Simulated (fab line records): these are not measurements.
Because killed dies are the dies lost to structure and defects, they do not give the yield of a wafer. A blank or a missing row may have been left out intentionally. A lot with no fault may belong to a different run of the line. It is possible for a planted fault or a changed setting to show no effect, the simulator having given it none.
Chamber matching / flow gf180mcu / GF_V5_ETCH_16 on rieDiel-01 has 4 sister chambers
The step etches BARC in N2/H2. 7 wafers are shown with their chamber, then 7 later ones without.

WAFERS, EACH WITH ITS CHAMBER
wafer=L087.4; chamber=1; oesProductAu (a.u.)=0.842; throttleValvePct (%)=13.203
wafer=L087.6; chamber=0; oesProductAu (a.u.)=0.857; throttleValvePct (%)=13.209
wafer=L092.1; chamber=0; oesProductAu (a.u.)=0.858; throttleValvePct (%)=13.235
wafer=L092.2; chamber=3; oesProductAu (a.u.)=0.863; throttleValvePct (%)=13.218
wafer=L092.3; chamber=1; oesProductAu (a.u.)=0.852; throttleValvePct (%)=13.229
wafer=L092.4; chamber=2; oesProductAu (a.u.)=0.847; throttleValvePct (%)=13.212
wafer=L092.5; chamber=3; oesProductAu (a.u.)=0.853; throttleValvePct (%)=13.204

WAFERS MISSING THEIR CHAMBER
wafer=L092.6; oesProductAu (a.u.)=0.852; throttleValvePct (%)=13.234
wafer=L097.1; oesProductAu (a.u.)=0.852; throttleValvePct (%)=13.208
wafer=L097.3; oesProductAu (a.u.)=0.863; throttleValvePct (%)=13.237
wafer=L097.4; oesProductAu (a.u.)=0.856; throttleValvePct (%)=13.225
wafer=L096.1; oesProductAu (a.u.)=0.859; throttleValvePct (%)=13.227
wafer=L096.3; oesProductAu (a.u.)=0.862; throttleValvePct (%)=13.208
wafer=L096.5; oesProductAu (a.u.)=0.853; throttleValvePct (%)=13.228

WHICH CHAMBER EACH ONE RAN IN
wafer=L092.6; from the rows above=can't be placed: 0 or 1 or 2 or 3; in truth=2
wafer=L097.1; from the rows above=can't be placed: 2 or 1 or 3 or 0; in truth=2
wafer=L097.3; from the rows above=can't be placed: 0 or 3 or 1 or 2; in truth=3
wafer=L097.4; from the rows above=can't be placed: 0 or 3 or 1 or 2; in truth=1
wafer=L096.1; from the rows above=can't be placed: 0 or 3 or 1 or 2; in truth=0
wafer=L096.3; from the rows above=can't be placed: 3 or 0 or 2 or 1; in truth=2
wafer=L096.5; from the rows above=can't be placed: 0 or 1 or 3 or 2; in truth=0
Placed correctly: 0 of 7. These rows do not allow placing 7 (true chamber among the candidates in 7). Wrongly placed: 0.
How it was worked out, from the rows above alone: a wafer's distance from a chamber is the root of the sum, over the readings, of the square of ((its reading less the chamber's mean) divided by the reading's scatter). The wafer belongs to the nearest chamber; if the next one is less than 2 further off, it can't be placed. For every chamber, the mean is computed from those of its wafers that are shown. How the scatter is found: for the shown wafers, subtract from each reading the mean of its chamber, square and add these, divide the total by (wafers less chambers), then take the root.
